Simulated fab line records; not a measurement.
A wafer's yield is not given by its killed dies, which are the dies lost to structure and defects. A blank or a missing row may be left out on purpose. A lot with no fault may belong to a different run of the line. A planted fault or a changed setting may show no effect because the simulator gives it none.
fab line records	flow sky130
record lots=11	wafers=33	last_day=50
route steps=708 shown NWELL@34 SONOS_TUNNEL@162 LOCAL_INTERCONNECT@400
lots that met no fault: from a run of the same line without faults
start_h: the number of hours between the record's first day and the start of the first shown wafer of the lot	wait_h: how many hours have passed since the lot's step before this one	" the same as in the row above	L1.1+2: a row that stands for several wafers	- either no value or no given start	* or withheld: withheld	< > ~ a bound
route shown NAME@n: names a module that has steps shown in the file, with the first one's number in the route	usual: the fault-free wafers' mean and standard deviation	same: alike in all rows	chamber/n: place in a boat	sites: per-site readings	_std_site: the values' standard deviation	_edge_site: the outer-site mean with the inner-site mean subtracted	radius_mm: how far each site lies from the wafer's centre	mask NAME#n: copy n	behind: the last tool/chamber to shape the wafer	hold: the reason the lot was held/the length of the hold in hours/how it ended	device: which transistor (n, p or np) failed to switch	end of line: at the end of the route, the tests of the same wafers	a step without rows: its recipe alone	killed: dies lost to structure and defects at the first sort, not the wafer's yield	map: a wafer's dies, x killed, . not, _ none there
set.NAME: the setting the step ran with; set.NAME@STEP: the setting that earlier step ran with	model.NAME: the simulator's own value behind a step, which no gauge read
a sample of lots followed through the steps of the route, with each step as a table and each wafer as a row
services: a tool's chamber out of use, with start hour (start_h, from the record's first day; less than 0 if before it), hours out, and reason
## steps
# step SKY_NWELL_THK_MEAS_02
# recipe reads=SiO2_of_NWELL_OXIDATION_01
# usual NWELL_OXIDATION_THK=10.12/0.15
lot.wafer	tool	chamber	start_h	wait_h	NWELL_OXIDATION_THK[nm]
L880.2	film_metro-02	-	41.11	0.0	10.19
L880.3	"	-	"	"	9.89
L880.5	"	-	"	"	9.94
L881.2	film_metro-04	-	48.19	0.0	9.89
L881.3	"	-	"	"	9.95
L881.6	"	-	"	"	9.79
L886.1	film_metro-04	-	86.49	0.0	10.11
L886.5	"	-	"	"	10.11
L886.6	"	-	"	"	10.22
L889.3	film_metro-03	-	92.54	0.0	10.19
L889.5	"	-	"	"	10.15
L889.6	"	-	"	"	10.23
L891.1	film_metro-04	-	103.07	0.0	10.31
L891.2	"	-	"	"	10.13
L891.6	"	-	"	"	10.28
L893.1	film_metro-02	-	111.03	0.0	9.93
L893.3	"	-	"	"	10.11
L893.4	"	-	"	"	10.07
L896.1	film_metro-02	-	125.44	0.0	10.13
L896.3	"	-	"	"	9.91
L896.5	"	-	"	"	10.27
L897.1	film_metro-03	-	130.48	0.0	10.04
L897.3	"	-	"	"	10.06
L897.6	"	-	"	"	10.16
L898.1	film_metro-03	-	133.58	0.0	9.90
L898.3	"	-	"	"	9.87
L898.4	"	-	"	"	9.81
L901.1	film_metro-04	-	153.28	0.0	10.25
L901.4	"	-	"	"	10.26
L901.6	"	-	"	"	10.33
L902.1	film_metro-03	-	156.26	0.0	9.82
L902.2	"	-	"	"	9.91
L902.3	"	-	"	"	9.88
# step SKY_NWELL_IMPLANT_11
# recipe species=P	energy_kev=400	dose_cm2=1.9e+13	tilt_deg=withheld
# usual dose_ions_cm2=1.8998e+13/1.9e+10	end_station_pressure_torr=5e-06/3.1e-07
lot.wafer	tool	chamber	start_h	wait_h	dose_ions_cm2	end_station_pressure_torr
L880.2	implanter-01	0	87.89	0.0	1.8977e+13	5.2e-06
L880.3	"	0	"	"	1.8981e+13	5.5e-06
L880.5	"	0	"	"	1.8973e+13	5.1e-06
L881.2	implanter-03	0	94.37	0.0	1.902e+13	4.7e-06
L881.3	"	0	"	"	1.8993e+13	5e-06
L881.6	"	0	"	"	1.9007e+13	5.2e-06
L886.1	implanter-01	0	143.05	0.0	1.9018e+13	5e-06
L886.5	"	0	"	"	1.9003e+13	4.9e-06
L886.6	"	0	"	"	1.8986e+13	4.9e-06
L889.3	implanter-03	0	147.80	0.1	1.9007e+13	5.3e-06
L889.5	"	0	"	"	1.8985e+13	4.5e-06
L889.6	"	0	"	"	1.9008e+13	5.3e-06
L889.3	implanter-03	0	148.12	0.3	1.9035e+13	5.2e-06
L889.5	"	0	"	"	1.9011e+13	4.7e-06
L889.6	"	0	"	"	1.9034e+13	5.1e-06
L891.1	implanter-01	0	158.67	0.0	1.9003e+13	4.4e-06
L891.2	"	0	"	"	1.901e+13	4.9e-06
L891.6	"	0	"	"	1.8984e+13	5.1e-06
L891.1	implanter-01	0	158.98	0.3	1.9029e+13	5.4e-06
L891.2	"	0	"	"	1.9036e+13	5.2e-06
L891.6	"	0	"	"	1.8994e+13	4.7e-06
L893.1	implanter-03	0	166.11	0.0	1.8989e+13	5.2e-06
L893.3	"	0	"	"	1.9005e+13	4.7e-06
L893.4	"	0	"	"	1.8978e+13	5.2e-06
L896.1	implanter-04	0	184.12	0.0	1.8967e+13	4.9e-06
L896.3	"	0	"	"	1.9006e+13	4.9e-06
L896.5	"	0	"	"	1.901e+13	5.6e-06
L897.1	implanter-04	0	189.71	0.0	1.8968e+13	5.2e-06
L897.3	"	0	"	"	1.8999e+13	4.8e-06
L897.6	"	0	"	"	1.9004e+13	5.2e-06
L898.1	implanter-03	0	191.60	0.0	1.902e+13	5.1e-06
L898.3	"	0	"	"	1.9012e+13	5.1e-06
L898.4	"	0	"	"	1.8989e+13	5.1e-06
L901.1	implanter-01	0	214.92	0.0	1.8993e+13	5.6e-06
L901.4	"	0	"	"	1.9041e+13	5e-06
L901.6	"	0	"	"	1.9002e+13	5.5e-06
L902.1	implanter-03	0	219.12	0.0	1.9002e+13	4.5e-06
L902.2	"	0	"	"	1.8981e+13	5e-06
L902.3	"	0	"	"	1.8973e+13	5.8e-06
# step SKY_NWELL_TW_MEAS_15
# usual NWELL_TW=1832/13
lot.wafer	tool	chamber	start_h	wait_h	NWELL_TW
L880.2	film_metro-03	-	88.43	0.1	1810
L880.3	"	-	"	"	1818
L880.5	"	-	"	"	1819
L881.2	film_metro-02	-	94.91	0.1	1847
L881.3	"	-	"	"	1842
L881.6	"	-	"	"	1848
L886.1	film_metro-02	-	143.60	0.1	1818
L886.5	"	-	"	"	1816
L886.6	"	-	"	"	1820
L889.3	film_metro-02	-	148.64	0.1	2305
L889.5	"	-	"	"	2297
L889.6	"	-	"	"	2289
L891.1	film_metro-03	-	159.53	0.1	2266
L891.2	"	-	"	"	2252
L891.6	"	-	"	"	2259
L893.1	film_metro-02	-	166.66	0.1	1848
L893.3	"	-	"	"	1843
L893.4	"	-	"	"	1857
L896.1	film_metro-02	-	184.67	0.1	1831
L896.3	"	-	"	"	1831
L896.5	"	-	"	"	1841
L897.1	film_metro-03	-	190.26	0.1	1817
L897.3	"	-	"	"	1837
L897.6	"	-	"	"	1828
L898.1	film_metro-04	-	192.15	0.1	1826
L898.3	"	-	"	"	1825
L898.4	"	-	"	"	1825
L901.1	film_metro-04	-	215.47	0.1	1835
L901.4	"	-	"	"	1832
L901.6	"	-	"	"	1838
L902.1	film_metro-04	-	219.67	0.1	1829
L902.2	"	-	"	"	1834
L902.3	"	-	"	"	1835
# step SKY_NWELL_RS_MEAS_29
# recipe thk_meas_gauge=four-point-probe
# usual NWELL_RS=625.0/1.6
lot.wafer	tool	chamber	start_h	wait_h	NWELL_RS[ohm/sq]
L880.2	film_metro-02	-	106.59	0.1	626.5
L880.3	"	-	"	"	625.9
L880.5	"	-	"	"	626.1
L881.2	film_metro-04	-	112.78	0.1	622.3
L881.3	"	-	"	"	626.3
L881.6	"	-	"	"	623.5
L886.1	film_metro-02	-	162.36	0.1	627.8
L886.5	"	-	"	"	628.2
L886.6	"	-	"	"	628.0
L889.3	film_metro-04	-	166.57	0.1	429.4
L889.5	"	-	"	"	429.1
L889.6	"	-	"	"	429.9
L891.1	film_metro-03	-	179.91	0.1	430.6
L891.2	"	-	"	"	430.1
L891.6	"	-	"	"	430.4
L893.1	film_metro-02	-	188.76	0.1	624.6
L893.3	"	-	"	"	625.1
L893.4	"	-	"	"	621.3
L896.1	film_metro-02	-	205.76	0.1	625.5
L896.3	"	-	"	"	625.7
L896.5	"	-	"	"	627.1
L897.1	film_metro-03	-	212.78	0.1	625.2
L897.3	"	-	"	"	625.7
L897.6	"	-	"	"	627.1
L898.1	film_metro-02	-	215.03	0.1	625.2
L898.3	"	-	"	"	623.4
L898.4	"	-	"	"	621.4
L901.1	film_metro-02	-	238.56	0.2	622.6
L901.4	"	-	"	"	624.1
L901.6	"	-	"	"	624.1
L902.1	film_metro-04	-	242.98	0.1	626.1
L902.2	"	-	"	"	625.3
L902.3	"	-	"	"	626.7
# step SKY_SONOS_TUNNEL_OVL_MEAS_08
# usual SONOS_TUNNEL_OVL=2.1/1.6
lot.wafer	tool	chamber	start_h	wait_h	SONOS_TUNNEL_OVL[nm]
L880.2	overlay-01	-	250.62	0.1	0.7
L880.3	"	-	"	"	1.8
L880.5	"	-	"	"	-0.9
L881.2	overlay-01	-	258.69	0.1	-0.2
L881.3	"	-	"	"	2.1
L881.6	"	-	"	"	3.1
L886.1	overlay-02	-	324.74	0.1	3.1
L886.5	"	-	"	"	3.7
L886.6	"	-	"	"	2.5
L889.3	overlay-02	-	331.73	0.1	1.9
L889.5	"	-	"	"	1.4
L889.6	"	-	"	"	0.4
L891.1	overlay-02	-	347.48	0.1	3.9
L891.2	"	-	"	"	2.5
L891.6	"	-	"	"	2.6
L893.1	overlay-02	-	359.83	0.1	-0.4
L893.3	"	-	"	"	1.3
L893.4	"	-	"	"	1.3
L896.1	overlay-01	-	380.84	0.1	3.0
L896.3	"	-	"	"	-0.4
L896.5	"	-	"	"	0.3
L897.1	overlay-01	-	390.63	0.1	3.0
L897.3	"	-	"	"	5.7
L897.6	"	-	"	"	2.7
L898.1	overlay-01	-	394.24	0.1	3.4
L898.3	"	-	"	"	2.4
L898.4	"	-	"	"	3.6
L901.1	overlay-02	-	423.57	0.1	2.6
L901.4	"	-	"	"	2.1
L901.6	"	-	"	"	1.5
L902.1	overlay-02	-	429.94	0.1	3.7
L902.2	"	-	"	"	4.6
L902.3	"	-	"	"	5.3
# step SKY_LOCAL_INTERCONNECT_ETCH_13
# recipe chemistry=N2/H2	target=BARC	ion_energy_ev=200	bias_w=100	pressure_mtorr=30	n2_flow_sccm=100	h2_flow_sccm=200	icp_w=500	stop_on=SiO2	time_s=45.9	target_depth_a=600
# usual drypump_motor_current_A=5.3/0.42	oes_product_au=0.855/0.0044	throttle_valve_pct=13.225/0.0086
lot.wafer	tool	chamber	start_h	wait_h	drypump_motor_current_A	oes_product_au	rf_hours_counter_h	throttle_valve_pct
L880.2	rie_metal-04	0	699.65	0.0	5.9	0.857	-	13.231
L880.3	"	0	"	"	5.9	0.853	-	13.222
L880.5	"	0	"	"	5.9	0.854	-	13.228
L881.2	rie_metal-04	1	714.67	0.0	5.2	0.862	0	13.219
L881.3	"	1	"	"	5.2	0.853	-	13.228
L881.6	"	0	"	"	5.9	0.857	-	13.219
L886.1	rie_metal-01	0	780.72	0.0	5.3	0.857	13	13.233
L886.5	"	1	"	"	4.7	0.851	-	13.232
L886.6	"	0	"	"	5.3	0.857	-	13.243
L889.3	rie_metal-03	0	790.35	0.0	4.8	0.857	-	13.226
L889.5	"	0	"	"	4.8	0.854	-	13.222
L889.6	"	1	"	"	5.4	0.857	-	13.229
L891.1	rie_metal-03	1	805.27	0.0	5.4	0.854	3	13.216
L891.2	"	0	"	"	4.7	0.857	8	13.228
L891.6	"	1	"	"	5.4	0.858	-	13.218
L893.1	rie_metal-01	0	820.29	0.0	5.3	0.851	15	13.218
L893.3	"	0	"	"	5.3	0.857	-	13.234
L893.4	"	1	"	"	4.7	0.860	-	13.225
L896.1	rie_metal-03	1	834.97	0.0	5.4	0.854	4	13.230
L896.3	"	0	"	"	4.7	0.859	-	13.212
L896.5	"	1	"	"	5.4	0.855	-	13.207
L897.1	rie_metal-04	1	842.64	0.0	5.3	0.855	6	13.210
L897.3	"	0	"	"	5.9	0.852	-	13.232
L897.6	"	1	"	"	5.3	0.856	-	13.216
L898.1	rie_metal-01	1	848.35	0.0	4.7	0.854	15	13.226
L898.3	"	0	"	"	5.3	0.854	-	13.220
L898.4	"	1	"	"	4.7	0.859	-	13.227
L901.1	rie_metal-04	0	872.49	0.0	5.9	0.848	2	13.230
L901.4	"	1	"	"	5.3	0.866	-	13.225
L901.6	"	1	"	"	5.3	0.850	-	13.227
L902.1	rie_metal-01	1	879.89	0.0	4.7	0.856	16	13.230
L902.2	"	0	"	"	5.3	0.860	17	13.237
L902.3	"	1	"	"	4.8	0.855	-	13.231
## services
tool	chamber	start_h	hours	kind
rie_metal-04	-	74.50	1.4	pm
implanter-01	-	90.51	2.9	pm
implanter-01	-	104.05	3.2	repair
implanter-03	-	107.35	5.1	pm
rie_metal-04	-	112.65	2.8	pm
implanter-01	-	126.21	1.3	repair
implanter-01	-	201.30	1.9	repair
implanter-01	-	218.01	3.5	repair
implanter-03	-	270.92	2.0	repair
implanter-03	-	286.16	4.8	pm
implanter-01	-	373.43	2.2	pm
implanter-03	-	403.18	5.1	repair
implanter-01	-	403.90	2.0	repair
implanter-03	-	501.11	1.0	repair
implanter-01	-	563.34	3.2	pm
implanter-01	-	579.56	4.3	pm
implanter-03	-	620.51	3.3	repair
implanter-01	-	621.94	1.3	repair
implanter-01	-	634.08	1.8	repair
implanter-01	-	634.95	2.6	repair
implanter-03	-	654.19	1.8	pm
implanter-03	-	775.16	3.2	pm
implanter-03	-	779.00	0.5	repair
implanter-03	-	783.76	1.0	repair
## key
first_sign step=SKY_NWELL_IMPLANT_11	reading=visit	direction=added
effect step=SKY_NWELL_TW_MEAS_15	reading=NWELL_TW	direction=up	sigmas=35	usual=1832	struck=2278
effect step=SKY_NWELL_RS_MEAS_29	reading=NWELL_RS	direction=down	sigmas=99+	usual=625.0	struck=429.9
met_at SKY_NWELL_IMPLANT_11
struck_lots L889,L891
tester_left_out L889,L891
not_acting_at SKY_NWELL_THK_MEAS_02,SKY_SONOS_TUNNEL_OVL_MEAS_08,SKY_LOCAL_INTERCONNECT_ETCH_13
fault kind=repeated_step_whole	tool=implanter-01,implanter-03,implanter-04	chamber=-	onset_h=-	steps=SKY_NWELL_IMPLANT_11	times=1	scope=struck_lots_only
# tester_left_out: of these lots the tester's yield and bins aren't shown, on N5 and GAA mostly nor the transistor test; their killed dies are dies lost to structure and defects alone, not to doping, threshold or leakage, so they don't give the yield
